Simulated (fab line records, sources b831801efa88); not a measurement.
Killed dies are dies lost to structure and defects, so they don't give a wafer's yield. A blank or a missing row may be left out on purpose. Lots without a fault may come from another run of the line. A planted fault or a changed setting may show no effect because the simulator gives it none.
Chamber matching | flow sfq_line | SFQ_TRILAYER_A5B_CMP_CMP_130 on cmp-02: 4 sister chambers
The step polishes, stops on Nb, target thk 340.7 nm. 4 wafers are shown with their chamber, then 7 later ones without.

WAFERS WITH THEIR CHAMBER
wafer  | chamber | motor_current_A (A)
L660.6 | 1       | 10.5
L668.6 | 0       | 10.4
L671.3 | 2       | 10.3
L671.5 | 3       | 11.0

WAFERS WITHOUT THEIR CHAMBER
wafer  | motor_current_A (A)
L671.6 | 10.1
L680.1 | 9.5
L680.4 | 9.8
L680.6 | 11.1
L682.2 | 10.4
L682.4 | 11.4
L682.5 | 10.1

WHICH CHAMBER EACH WENT THROUGH
wafer  | from the rows above               | in truth
L671.6 | can't be placed: 2 or 0 or 1 or 3 | 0
L680.1 | can't be placed: 2 or 0 or 1 or 3 | 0
L680.4 | can't be placed: 2 or 0 or 1 or 3 | 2
L680.6 | can't be placed: 3 or 1 or 0 or 2 | 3
L682.2 | can't be placed: 0 or 1 or 2 or 3 | 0
L682.4 | can't be placed: 3 or 1 or 0 or 2 | 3
L682.5 | can't be placed: 2 or 0 or 1 or 3 | 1
Placed correctly: 0 of 7. Can't be placed from these rows: 7 (the true chamber is among the candidates in 7). Placed wrongly: 0.
How it was worked out, from the rows above alone: a wafer's distance from a chamber is the root of the sum, over the readings, of the square of ((its reading less the chamber's mean) divided by the reading's scatter). The wafer belongs to the nearest chamber; if the next one is less than 2 further off, it can't be placed. A chamber's mean is the mean of its shown wafers. The scatter: with one shown wafer a chamber, the root of the mean of the squares of how far each hidden wafer lies from its nearest shown one.
